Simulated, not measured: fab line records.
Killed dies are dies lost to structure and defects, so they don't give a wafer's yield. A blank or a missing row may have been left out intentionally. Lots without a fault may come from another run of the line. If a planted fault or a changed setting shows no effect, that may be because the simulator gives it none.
fab line records	flow sky130
record lots=6	wafers=18	last_day=50
route steps=708 shown METAL3@556 PAD_OPEN@708
lots that met no fault: from a run of the same line without faults
start_h: hours from the record's first day to the start of the lot's first wafer shown	wait_h: how many hours have passed since the lot's step before this one	" same as the row above	L1.1+2: one row covering several wafers at once	- value missing, or start not given	* or withheld: withheld	< > ~ a bound
route shown NAME@n: names a module that has steps shown in the file, with the first one's number in the route	usual: mean/standard deviation taken from wafers without a fault	same: alike in all rows	chamber/n: place in a boat	sites: the reading at each site	_std_site: their standard deviation	_edge_site: inner sites' mean taken away from outer sites' mean	radius_mm: for every site, how far away it sits from the centre of the wafer	mask NAME#n: copy n	behind: the last tool/chamber to shape the wafer	hold: the reason the lot was held/the length of the hold in hours/how it ended	device: the transistor (n, p or np) that didn't switch	end of line: tests run on the same wafers once the route is complete	a step without rows: its recipe alone	killed: count of dies lost to structure and defects at first sort (not the wafer's yield)	map: the dies of a wafer, with x for killed, . for not killed, _ for no die there
set.NAME: the setting as run; set.NAME@STEP: as run at that earlier step	model.NAME: the simulator's own value behind a step, which no gauge read
lots seen at some steps along the route; tables by step, rows by wafer
services: from which hour (start_h, from the record's first day; less than 0 if before it) a tool's chamber was out of use, for how many hours, and why
## steps
# step SKY_METAL3_HMDS_06
# recipe prime_time_s=60	prime_temp_c=120
# step SKY_METAL3_COAT_07
# recipe resist=BARC	temp_c=withheld	time_s=withheld	spin_rpm=3000	resist_thk_nm=60
# step SKY_METAL3_COAT_08
# recipe resist=KrF-thick	spin_rpm=3000	resist_thk_nm=1140
# step SKY_METAL3_SOFTBAKE_09
# recipe temp_c=100	time_s=90	resist=KrF-thick
# step SKY_METAL3_EXPOSE_10
# recipe mask_id=MM3	na=0.68	source_shape=annular	sigma_inner=0.4	sigma_outer=0.8	target_cd_nm=300	dose_mj=28
# step SKY_METAL3_PEB_11
# recipe peb_temp_c=withheld	peb_time_s=withheld	resist=KrF-thick
# step SKY_METAL3_DEVELOP_12
# recipe develop_time_s=60	resist=KrF-thick	dev_temp_c=21.9
# step SKY_METAL3_CD_MEAS_13
# recipe target_cd_nm=300
# usual cd_nm=300.2/1.3
lot.wafer	tool	chamber	start_h	wait_h	cd_nm
L403.1	cd_sem-01	-	910.61	-	299.6
L403.4	"	-	"	"	299.3
L403.6	"	-	"	"	301.8
L407.1	cd_sem-01	-	935.95	-	301.1
L407.2	"	-	"	"	301.4
L407.6	"	-	"	"	300.9
L411.2	cd_sem-01	-	973.31	-	299.3
L411.3	"	-	"	"	299.3
L411.6	"	-	"	"	299.8
L415.2	cd_sem-02	-	996.72	-	299.6
L415.4	"	-	"	"	300.6
L415.5	"	-	"	"	299.8
L422.3	cd_sem-01	-	1037.64	-	299.4
L422.5	"	-	"	"	298.7
L422.6	"	-	"	"	299.8
L425.1	cd_sem-02	-	1049.09	-	299.5
L425.3	"	-	"	"	299.2
L425.4	"	-	"	"	298.6
# step SKY_METAL3_OVL_MEAS_14
# usual METAL3_OVL=-5/5.7
lot.wafer	tool	chamber	start_h	wait_h	METAL3_OVL[nm]
L403.1	overlay-02	-	910.73	0.1	0
L403.4	"	-	"	"	-1
L403.6	"	-	"	"	2
L407.1	overlay-02	-	936.07	0.1	-8
L407.2	"	-	"	"	-11
L407.6	"	-	"	"	-7
L411.2	overlay-02	-	973.42	0.1	-5
L411.3	"	-	"	"	-10
L411.6	"	-	"	"	1
L415.2	overlay-01	-	996.83	0.1	3
L415.4	"	-	"	"	-2
L415.5	"	-	"	"	3
L422.3	overlay-02	-	1037.73	0.1	-16
L422.5	"	-	"	"	-13
L422.6	"	-	"	"	-14
L425.1	overlay-02	-	1049.21	0.1	6
L425.3	"	-	"	"	-4
L425.4	"	-	"	"	-7
# step SKY_METAL3_DESCUM_15
# recipe chemistry=O2	source_power_w=150	bias_power_w=0	pressure_mtorr=10	temp_c=40	time_s=8
# usual drypump_motor_current_A=5.8/0.39	oes_product_au=0.999/0.0077
lot.wafer	tool	chamber	start_h	wait_h	drypump_motor_current_A	oes_product_au	rf_hours_counter_h
L403.1	rie_metal-02	0	910.76	0.0	5.3	0.991	7
L403.4	"	0	"	"	5.3	0.989	-
L403.6	"	0	"	"	5.3	0.994	-
L407.1	rie_metal-02	0	936.11	0.0	5.3	0.994	8
L407.2	"	1	"	"	5.6	0.990	12
L407.6	"	1	"	"	5.6	0.992	-
L411.2	rie_metal-04	0	973.45	0.0	5.7	0.996	2
L411.3	"	0	"	"	5.7	1.002	-
L411.6	"	0	"	"	5.7	1.008	-
L415.2	rie_metal-04	0	996.86	0.0	5.7	0.997	3
L415.4	"	0	"	"	5.7	0.990	-
L415.5	"	1	"	"	6.4	0.997	-
L422.3	rie_metal-01	1	1037.77	0.0	6.0	1.020	-
L422.5	"	1	"	"	6.0	1.014	-
L422.6	"	0	"	"	5.5	1.006	-
L425.1	rie_metal-04	0	1049.25	0.0	5.7	1.001	6
L425.3	"	0	"	"	5.7	0.991	-
L425.4	"	1	"	"	6.4	1.002	-
# step SKY_METAL3_ETCH_16
# recipe chemistry=N2/H2	target=BARC	ion_energy_ev=200	bias_w=100	pressure_mtorr=30	n2_flow_sccm=100	h2_flow_sccm=200	icp_w=500	stop_on=SiO2	time_s=88.2	target_depth_a=600
# usual drypump_motor_current_A=5.8/0.39	oes_product_au=0.625/0.0048	run_length_s=116.4/0.66	throttle_valve_pct=13.205/0.0092
lot.wafer	tool	chamber	start_h	wait_h	drypump_motor_current_A	oes_product_au	rf_hours_counter_h	run_length_s	throttle_valve_pct
L403.1	rie_metal-02	0	910.83	0.1	5.3	0.626	7	116.0	13.191
L403.4	"	0	"	"	5.3	0.632	-	116.1	13.207
L403.6	"	0	"	"	5.3	0.633	-	116.3	13.209
L407.1	rie_metal-02	0	936.14	0.0	5.3	0.622	8	116.5	13.219
L407.2	"	1	"	"	5.6	0.621	12	116.4	13.204
L407.6	"	1	"	"	5.6	0.623	-	116.0	13.203
L411.2	rie_metal-04	0	973.48	0.0	5.7	0.622	2	116.4	13.198
L411.3	"	0	"	"	5.7	0.622	-	116.3	13.197
L411.6	"	0	"	"	5.7	0.620	-	116.9	13.201
L415.2	rie_metal-04	0	996.89	0.0	5.7	0.623	3	116.6	13.206
L415.4	"	0	"	"	5.7	0.619	-	116.3	13.208
L415.5	"	1	"	"	6.4	0.620	-	115.9	13.205
L422.3	rie_metal-01	1	1037.82	0.0	6.0	0.628	-	116.5	13.207
L422.5	"	1	"	"	6.0	0.627	-	116.6	13.197
L422.6	"	0	"	"	5.5	0.625	-	116.7	13.213
L425.1	rie_metal-04	0	1049.28	0.0	5.7	0.624	6	116.6	13.205
L425.3	"	0	"	"	5.7	0.623	-	116.8	13.201
L425.4	"	1	"	"	6.4	0.618	-	115.9	13.192
# step SKY_METAL3_ETCH_17
# recipe target=SiO2	stop_on=TiN	chemistry=C4F8/O2/Ar	source_w=1500	bias_w=1200	pressure_mtorr=40	c4f8_flow_sccm=withheld	O2_flow_sccm=6	Ar_flow_sccm=300	time_s=3.9	target_depth_a=150
# usual oes_product_au=0.757/0.007
lot.wafer	tool	chamber	start_h	wait_h	oes_product_au	rf_hours_counter_h
L403.1	rie_diel-03	3	911.02	0.2	0.754	8
L403.4	"	0	"	"	0.756	12
L403.6	"	1	"	"	0.751	-
L407.1	rie_diel-04	2	936.24	0.1	0.768	21
L407.2	"	3	"	"	0.772	3
L407.6	"	3	"	"	0.762	-
L411.2	rie_diel-01	2	973.58	0.1	0.754	20
L411.3	"	1	"	"	0.753	12
L411.6	"	0	"	"	0.755	-
L415.2	rie_diel-01	3	996.99	0.1	0.753	13
L415.4	"	0	"	"	0.760	11
L415.5	"	3	"	"	0.759	-
L422.3	rie_diel-03	2	1037.89	0.0	0.749	1
L422.5	"	1	"	"	0.763	-
L422.6	"	2	"	"	0.770	-
L425.1	rie_diel-01	2	1049.38	0.1	0.748	22
L425.3	"	1	"	"	0.749	14
L425.4	"	3	"	"	0.750	15
# step SKY_METAL3_METAL_ETCH_18
# recipe target_depth_a=8450	stop_on=SiO2	over_etch_frac=0.3	time_s=183.1	chemistry=Cl2/BCl3	resist_sidewall_deg=88	pressure_mtorr=10	icp_w=900	bias_w=48.5	Cl2_flow_sccm=60	bcl3_flow_sccm=30
# usual drypump_motor_current_A=5.8/0.39	oes_product_au=0.865/0.0073	run_length_s=211.2/0.33	throttle_valve_pct=22.264/0.0097
lot.wafer	tool	chamber	start_h	wait_h	drypump_motor_current_A	oes_product_au	rf_hours_counter_h	run_length_s	throttle_valve_pct	model.KrF-thick_of_METAL3_COAT_08.thk_nm	model.METAL3.cd_nm	model.SiO2_of_VIA2_HDPCVD_00.thk_nm
L403.1	rie_metal-01	1	911.04	0.0	6.0	0.874	3	211.1	22.259	523.6	298.3	466
L403.4	"	1	"	"	6.0	0.871	-	211.2	22.267	519.1	299.9	466.3
L403.6	"	1	"	"	6.0	0.867	-	211.2	22.276	520	304.9	465.2
L407.1	rie_metal-04	1	936.26	0.0	6.4	0.859	6	210.8	22.273	531.4	299.6	464.2
L407.2	"	1	"	"	6.4	0.862	-	210.6	22.272	526.2	300.6	466.5
L407.6	"	1	"	"	6.4	0.860	-	210.9	22.274	524.5	297.1	466.4
L411.2	rie_metal-01	0	973.59	0.0	5.5	1.006	3	187.0	22.270	595	302.9	467.8
L411.3	"	1	"	"	6.0	1.006	-	187.1	22.244	584.6	303.9	467.2
L411.6	"	1	"	"	6.0	0.996	-	186.8	22.278	592.3	307.3	467.5
L415.2	rie_metal-01	0	997.01	0.0	5.5	1.007	4	187.1	22.266	590.2	302.9	469.3
L415.4	"	1	"	"	6.0	1.017	-	186.8	22.270	585.1	304.3	467
L415.5	"	0	"	"	5.5	0.998	-	187.5	22.259	591.3	300.9	467.8
L422.3	rie_metal-04	0	1037.97	0.1	5.7	0.863	-	211.3	22.266	520.2	297.1	465.8
L422.5	"	1	"	"	6.4	0.869	-	210.8	22.272	525.8	296.6	467.1
L422.6	"	0	"	"	5.7	0.868	-	211.6	22.257	528.9	298	464.8
L425.1	rie_metal-02	1	1049.40	0.0	5.6	0.867	18	211.0	22.258	531.7	295.9	465.7
L425.3	"	0	"	"	5.3	0.861	-	210.9	22.245	536	304.5	466.3
L425.4	"	1	"	"	5.6	0.864	-	211.1	22.258	534.7	295.1	465.5
# step SKY_METAL3_STRIP_19
# recipe chemistry=O2/N2	power_w=1400	pressure_mtorr=1500	platen_temp_c=withheld	o2_flow_sccm=3000	n2_flow_sccm=300	overash_fraction=0.5
# usual drypump_motor_current_A=5.8/0.48	oes_product_au=0.501/0.0055	strip_time_to_endpoint_s=6.52/0.072
# same overash_fraction=0.5
lot.wafer	tool	chamber	start_h	wait_h	drypump_motor_current_A	oes_product_au	rf_hours_counter_h	strip_time_to_endpoint_s
L403.1	plasma_asher-04	1	911.40	0.3	6.5	0.499	17	6.49
L403.4	"	1	"	"	6.5	0.499	-	6.43
L403.6	"	0	"	"	6.4	0.490	-	6.47
L407.1	plasma_asher-02	1	936.61	0.3	5.7	0.496	71	6.58
L407.2	"	0	"	"	5.4	0.501	71	6.52
L407.6	"	0	"	"	5.4	0.496	-	6.51
L411.2	plasma_asher-03	0	973.77	0.1	6.3	0.534	118	7.22
L411.3	"	1	"	"	5.3	0.523	-	7.10
L411.6	"	0	"	"	6.4	0.524	-	7.18
L415.2	plasma_asher-03	1	997.18	0.1	5.3	0.526	120	7.16
L415.4	"	0	"	"	6.4	0.530	-	7.11
L415.5	"	0	"	"	6.4	0.533	-	7.16
L422.3	plasma_asher-03	0	1038.12	0.1	6.4	0.497	-	6.46
L422.5	"	1	"	"	5.3	0.504	-	6.53
L422.6	"	0	"	"	6.4	0.498	-	6.56
L425.1	plasma_asher-04	1	1049.57	0.1	6.5	0.503	26	6.59
L425.3	"	1	"	"	6.5	0.510	-	6.62
L425.4	"	0	"	"	6.4	0.510	-	6.62
# step SKY_METAL3_STRIP_20
# recipe chemistry=post_etch_residue_remover	time_s=1200	temp_c=72.5
# step SKY_PAD_OPEN_PROBE_99
# usual defect_limited_yield=82.6/1.9	killed_at_M0_to_M3=43/6.5	killed_at_M4_up=3.2/1.8	killed_at_contacts=24/5	killed_at_front_end=15/4.1	killed_at_other=0.3/0.54	killed_dies=85/9.3	killed_open=47/7.2	killed_short=39/5.9	sort_bin_3_pad_short=0.9/0.4	sort_bin_5_function=10.3/1.5	sort_bin_6_memory=6.2/1.2	sort_n_pass=407/9.3	sort_yield_pct=82.6/1.9
# same gross_dies=492	killed_at_back_side=0	sort_bin_4_leakage[%]=0	sort_bin_8_speed[%]=0
lot.wafer	tool	chamber	start_h	wait_h	defect_limited_yield[%]	killed_at_M0_to_M3	killed_at_M4_up	killed_at_contacts	killed_at_front_end	killed_at_other	killed_dies	killed_open	killed_short	sort_bin_3_pad_short[%]	sort_bin_5_function[%]	sort_bin_6_memory[%]	sort_n_pass	sort_yield_pct[%]	model.etest.met3.width_nm
L403.1	prober-01	-	1083.56	0.1	81.5	47	1	24	19	0	91	45	45	0.8	11.8	5.9	401	81.5	298.2
L403.4	prober-01	-	1083.71	0.2	80.1	39	8	27	24	0	98	58	40	1.4	10.6	7.9	394	80.1	299.4
L403.6	prober-01	-	1083.81	0.2	83.3	43	2	17	20	0	82	42	40	0.6	7.5	8.5	410	83.3	305.2
L407.1	prober-01	-	1104.18	0.1	81.9	47	3	26	13	0	89	52	37	0.8	11.0	6.3	403	81.9	298.4
L407.2	prober-01	-	1104.23	0.1	86.2	35	4	18	11	0	68	40	28	0.2	8.7	4.9	424	86.2	299.9
L407.6	prober-01	-	1104.43	0.2	81.9	43	6	21	19	0	89	39	50	0.4	11.4	6.3	403	81.9	294.5
L411.2	prober-01	-	1134.25	0.1	80.9	46	3	23	22	0	94	56	37	0.2	11.2	7.7	398	80.9	299.9
L411.3	prober-01	-	1134.30	0.2	80.3	51	1	29	16	0	97	53	42	1.4	10.4	7.9	395	80.3	304.1
L411.6	prober-01	-	1134.45	0.2	83.3	45	2	25	10	0	82	50	32	0.6	10.2	5.9	410	83.3	306.6
L415.2	prober-01	-	1152.51	0.1	82.5	49	2	18	17	0	86	46	40	1.0	11.4	5.1	406	82.5	301.7
L415.4	prober-01	-	1152.61	0.2	81.1	43	4	29	16	1	93	41	51	1.0	11.6	6.3	399	81.1	303.8
L415.5	prober-01	-	1152.66	0.2	78.7	54	2	25	24	0	105	49	56	0.6	13.6	7.1	387	78.7	300.9
L422.3	prober-02	-	1184.33	0.2	82.3	55	2	16	13	1	87	58	29	0.2	10.6	6.9	405	82.3	299.4
L422.5	prober-02	-	1184.43	0.2	81.5	53	2	21	14	1	91	51	40	0.4	12.0	6.1	401	81.5	298.8
L422.6	prober-02	-	1184.48	0.2	82.7	44	0	21	20	0	85	48	37	0.8	10.8	5.7	407	82.7	298.6
L425.1	prober-02	-	1191.67	0.1	83.9	34	6	23	16	0	79	39	40	0.6	10.0	5.5	413	83.9	293.1
L425.3	prober-02	-	1191.77	0.2	83.1	41	3	18	21	0	83	47	36	0.6	9.1	7.1	409	83.1	305.6
L425.4	prober-02	-	1191.82	0.2	83.3	48	2	24	8	0	82	44	37	1.4	9.6	5.7	410	83.3	293.6
# killed by level:class
L403.1 VIA1:geometric_particle:open=14 CONTACT:geometric_particle:open=8 VIA3:geometric_particle:open=8 LOCAL_INTERCONNECT:geometric_particle:short=7 METAL2:geometric_particle:short=6 VIA2:geometric_particle:short=5 FIELD_ISO:geometric_particle:short=4 POLY_GATE:geometric_particle:short=4
L403.4 CONTACT:geometric_particle:open=9 VIA1:geometric_particle:open=9 LI_CONTACT:geometric_particle:open=8 FIELD_ISO:geometric_particle:open=7 VIA3:geometric_particle:open=6 METAL2:geometric_particle:short=6 POLY_GATE:geometric_particle:open=5 METAL4:geometric_particle:short=5
L403.6 VIA2:geometric_particle:open=10 FIELD_ISO:geometric_particle:short=9 CONTACT:geometric_particle:open=6 METAL1:geometric_particle:short=6 VIA1:geometric_particle:open=6 FIELD_ISO:geometric_particle:open=5 METAL2:geometric_particle:short=5 LOCAL_INTERCONNECT:geometric_particle:short=4
L407.1 VIA1:geometric_particle:open=14 CONTACT:geometric_particle:open=10 VIA3:geometric_particle:open=8 VIA1:geometric_particle:short=7 LI_CONTACT:geometric_particle:open=5 POLY_GATE:geometric_particle:open=4 POLY_GATE:geometric_particle:short=4 LOCAL_INTERCONNECT:geometric_particle:short=4
L407.2 VIA1:geometric_particle:open=9 LI_CONTACT:geometric_particle:open=6 CONTACT:geometric_particle:open=6 VIA2:geometric_particle:open=4 CONTACT:geometric_particle:short=4 FIELD_ISO:geometric_particle:open=3 POLY_GATE:geometric_particle:short=3 METAL1:geometric_particle:open=3
L407.6 VIA1:geometric_particle:open=9 VIA3:geometric_particle:open=7 LOCAL_INTERCONNECT:geometric_particle:short=7 POLY_GATE:geometric_particle:short=6 FIELD_ISO:geometric_particle:short=5 CONTACT:geometric_particle:open=5 CONTACT:geometric_particle:short=5 VIA1:geometric_particle:short=5
L411.2 CONTACT:geometric_particle:open=10 VIA1:geometric_particle:open=10 VIA2:geometric_particle:open=8 FIELD_ISO:geometric_particle:open=7 VIA3:geometric_particle:open=7 POLY_GATE:geometric_particle:open=5 LOCAL_INTERCONNECT:geometric_particle:short=5 VIA2:geometric_particle:short=5
L411.3 LI_CONTACT:geometric_particle:open=11 VIA1:geometric_particle:open=10 CONTACT:geometric_particle:open=10 METAL2:geometric_particle:short=9 METAL1:geometric_particle:short=7 VIA3:geometric_particle:open=7 LOCAL_INTERCONNECT:geometric_particle:short=5 FIELD_ISO:geometric_particle:short=4
L411.6 CONTACT:geometric_particle:open=11 VIA1:geometric_particle:open=11 METAL1:geometric_particle:short=7 LI_CONTACT:geometric_particle:open=6 VIA2:geometric_particle:open=6 FIELD_ISO:geometric_particle:open=5 CONTACT:geometric_particle:short=5 VIA3:geometric_particle:open=5
L415.2 METAL1:geometric_particle:short=10 VIA2:geometric_particle:open=8 CONTACT:geometric_particle:open=8 VIA1:geometric_particle:open=7 VIA3:geometric_particle:open=6 FIELD_ISO:geometric_particle:open=5 POLY_GATE:geometric_particle:short=5 POLY_GATE:geometric_particle:open=4
L415.4 CONTACT:geometric_particle:short=9 LOCAL_INTERCONNECT:geometric_particle:short=8 LI_CONTACT:geometric_particle:open=6 CONTACT:geometric_particle:open=6 VIA1:geometric_particle:open=6 VIA2:geometric_particle:open=6 METAL3:geometric_particle:short=6 POLY_GATE:geometric_particle:open=5
L415.5 VIA2:geometric_particle:open=10 CONTACT:geometric_particle:open=8 VIA1:geometric_particle:open=8 METAL1:geometric_particle:short=7 METAL2:geometric_particle:short=6 CONTACT:geometric_particle:short=6 VIA1:geometric_particle:short=6 FIELD_ISO:geometric_particle:open=5
L422.3 VIA3:geometric_particle:open=13 VIA1:geometric_particle:open=13 CONTACT:geometric_particle:open=6 CONTACT:geometric_particle:short=5 VIA2:geometric_particle:open=5 FIELD_ISO:geometric_particle:open=4 SPACER:geometric_particle:open=4 LI_CONTACT:geometric_particle:open=4
L422.5 VIA1:geometric_particle:open=15 CONTACT:geometric_particle:open=8 VIA3:geometric_particle:open=8 LI_CONTACT:geometric_particle:open=6 VIA1:geometric_particle:short=6 METAL2:geometric_particle:short=5 FIELD_ISO:geometric_particle:short=4 POLY_GATE:geometric_particle:short=4
L422.6 VIA1:geometric_particle:open=10 CONTACT:geometric_particle:open=8 LI_CONTACT:geometric_particle:open=7 VIA3:geometric_particle:open=6 FIELD_ISO:geometric_particle:short=5 POLY_GATE:geometric_particle:open=5 VIA1:geometric_particle:short=5 VIA2:geometric_particle:open=5
L425.1 LI_CONTACT:geometric_particle:open=9 VIA1:geometric_particle:open=8 CONTACT:geometric_particle:open=6 CONTACT:geometric_particle:short=6 VIA1:geometric_particle:short=6 VIA2:geometric_particle:open=5 METAL4:geometric_particle:short=5 FIELD_ISO:geometric_particle:short=4
L425.3 VIA3:geometric_particle:open=9 POLY_GATE:geometric_particle:short=8 CONTACT:geometric_particle:open=8 VIA1:geometric_particle:open=7 LI_CONTACT:geometric_particle:open=5 VIA2:geometric_particle:open=5 VIA1:geometric_particle:short=4 POLY_GATE:geometric_particle:open=3
L425.4 CONTACT:geometric_particle:open=9 VIA1:geometric_particle:open=9 METAL1:geometric_particle:short=7 VIA1:geometric_particle:short=6 CONTACT:geometric_particle:short=6 VIA2:geometric_particle:open=6 VIA3:geometric_particle:open=5 POLY_GATE:geometric_particle:open=4
## services
tool	chamber	start_h	hours	kind
rie_metal-01	0	902.91	-	clean
rie_metal-01	0	902.91	15.1	scheduled_down
rie_metal-01	0	902.91	15.1	vent_cycle
rie_metal-02	1	903.83	13.9	repair
plasma_asher-04	-	920.69	20.8	repair
rie_diel-01	3	924.05	4.1	repair
rie_metal-04	0	927.28	-	clean
rie_metal-04	0	927.28	16.1	scheduled_down
rie_metal-04	0	927.28	16.1	vent_cycle
rie_diel-04	1	936.15	7.9	repair
rie_diel-04	1	944.02	-	clean
rie_diel-01	3	951.06	4.3	repair
plasma_asher-02	-	972.14	2.8	pm
rie_diel-01	3	972.41	4.2	repair
rie_diel-01	-	975.29	4.3	pm
rie_metal-02	1	985.15	4.3	repair
plasma_asher-04	-	995.83	14.6	pm
rie_diel-03	2	1005.12	-	clean
rie_diel-03	2	1005.12	17.4	scheduled_down
rie_diel-03	2	1005.12	17.4	vent_cycle
rie_diel-01	3	1010.58	3.6	repair
plasma_asher-04	-	1026.18	3.5	repair
rie_diel-01	2	1031.23	9.3	repair
rie_diel-04	0	1037.37	8.9	repair
## key
first_sign step=SKY_METAL3_METAL_ETCH_18	reading=run_length_s	direction=down	sigmas=73	usual=*	struck=*
effect step=SKY_METAL3_METAL_ETCH_18	reading=oes_product_au	direction=up	sigmas=19	usual=0.865	struck=1.005
effect step=SKY_METAL3_STRIP_19	reading=strip_time_to_endpoint_s	direction=up	sigmas=8.8	usual=*	struck=*
model_effect step=SKY_METAL3_METAL_ETCH_18	value=KrF-thick_of_METAL3_COAT_08.thk_nm	without=516	struck=589.7
model_effect step=SKY_PAD_OPEN_PROBE_99	value=etest.met3.width_nm	without=294.9	struck=302.8
met_at SKY_METAL3_METAL_ETCH_18
struck_wafers L411.2,L411.3,L411.6,L415.2,L415.4,L415.5
onset_between 911.04 973.59
fault kind=process_parameter_drift	tool=rie_metal-01	chamber=-	onset_h=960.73	steps=SKY_METAL3_METAL_ETCH_18	channel=time_s	offset=*	shape=step	end_h=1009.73	acts_in=*	stated=*
